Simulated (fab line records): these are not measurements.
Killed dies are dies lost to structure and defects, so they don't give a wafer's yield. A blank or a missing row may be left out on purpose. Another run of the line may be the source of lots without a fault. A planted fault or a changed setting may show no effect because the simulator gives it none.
What tool caused it? | flow gf180mcu | 6 lots, 18 wafers sampled, at 1 step of a route of 602

== WHAT THE GAUGES SHOWED, per wafer ==
GF_MVPSD_TW_MEAS_11.
lot  | measured     | on            | MVPSD_TW
L991 | day 5 19:08  | film metro-01 | 548 546 549
L994 | day 6 13:13  | film metro-02 | 542 539 539
L102 | day 8 14:06  | film metro-01 | 548 550 544
L105 | day 9 07:25  | film metro-01 | 550 547 549
L109 | day 10 04:30 | film metro-02 | 546 545 548
L111 | day 10 15:16 | film metro-02 | 546 550 548

== WHAT TOOL EACH LOT RAN ON (gives the tool, then ch and the chambers of the sampled wafers, and finally the start) ==
No process step before these readings appears in the record.

== THE ANSWER, worked out from the rows above alone ==
Rule: usual is defined by the lots themselves. Put in order of their means at a reading, lots are off if they are a third of the lots or fewer, leave a main group of 4 or more, and stand apart from it by a gap of 3 or more times the standard deviation of the main group's means; of several such gaps the widest counts. Not used: any main group whose means are identical at the precision the tables above print for the reading. Also off: a lot with no number at a reading for which 4 or more lots have one. All remaining lots with rows at the step are treated as sound.
Off: L994, seen at GF_MVPSD_TW_MEAS_11 (MVPSD_TW). The main group has a mean of 548 with a standard deviation of 0.77.
A tool fits if, at a process step before that reading, it ran every lot that is off, and no sound lot after the first of them. Those tools and the gauges at GF_MVPSD_TW_MEAS_11 are tried in the same way. None of those tried fits.

== WHAT HAD BEEN PUT IN BY THE SIMULATOR ==
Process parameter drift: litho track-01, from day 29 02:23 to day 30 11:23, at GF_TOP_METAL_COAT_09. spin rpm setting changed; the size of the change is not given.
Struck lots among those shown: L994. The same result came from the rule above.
